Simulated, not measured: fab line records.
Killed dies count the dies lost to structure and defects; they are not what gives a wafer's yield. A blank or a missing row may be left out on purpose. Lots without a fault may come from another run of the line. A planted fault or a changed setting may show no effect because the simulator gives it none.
Matching of chambers    flow sfq line    4 sister chambers for SFQ_TRILAYER_I6_CMP_CMP_166 on cmp-02
The step polishes SiO2. 8 wafers are shown with their chamber, then 9 later ones without.

## WAFERS WITH THEIR CHAMBER
wafer   chamber  motor current A (A)  time to endpoint s (s)
L686.4  1        9.5                  200
L688.3  1        9.5                  209
L688.4  0        11.2                 192
L693.2  3        9.9                  193
L693.4  0        10.7                 194
L698.1  2        9.3                  186
L699.4  3        10.4                 194
L701.4  2        9.6                  213

## WAFERS WITHOUT THEIR CHAMBER
wafer   motor current A (A)  time to endpoint s (s)
L703.2  11.2                 185
L703.4  9.4                  210
L703.6  11.1                 196
L704.2  9.7                  200
L704.3  10.9                 193
L704.1  9.5                  205
L705.1  9.2                  202
L705.2  11.0                 183
L705.4  9.5                  199

## WHICH CHAMBER EACH WENT THROUGH
wafer   from the rows above           in truth
L703.2  0                             0
L703.4  can't be placed: 1 or 2       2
L703.6  0                             0
L704.2  can't be placed: 1 or 2 or 3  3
L704.3  0                             0
L704.1  can't be placed: 1 or 2       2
L705.1  can't be placed: 2 or 1       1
L705.2  0                             0
L705.4  can't be placed: 2 or 1       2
Correctly placed: 4 of 9. Can't be placed from these rows: 5 (the true chamber is among the candidates in 5). Placed wrongly: 0.
How it was worked out, from the rows above alone: a wafer's distance from a chamber is the root of the sum, over the readings, of the square of ((its reading less the chamber's mean) divided by the reading's scatter). If the next closest chamber is less than 2 further off than the closest, the wafer can't be placed; otherwise it belongs to the closest. A chamber's mean is the mean of its shown wafers. How the scatter is found: for the shown wafers, subtract from each reading the mean of its chamber, square and add these, divide the total by (wafers less chambers), then take the root.
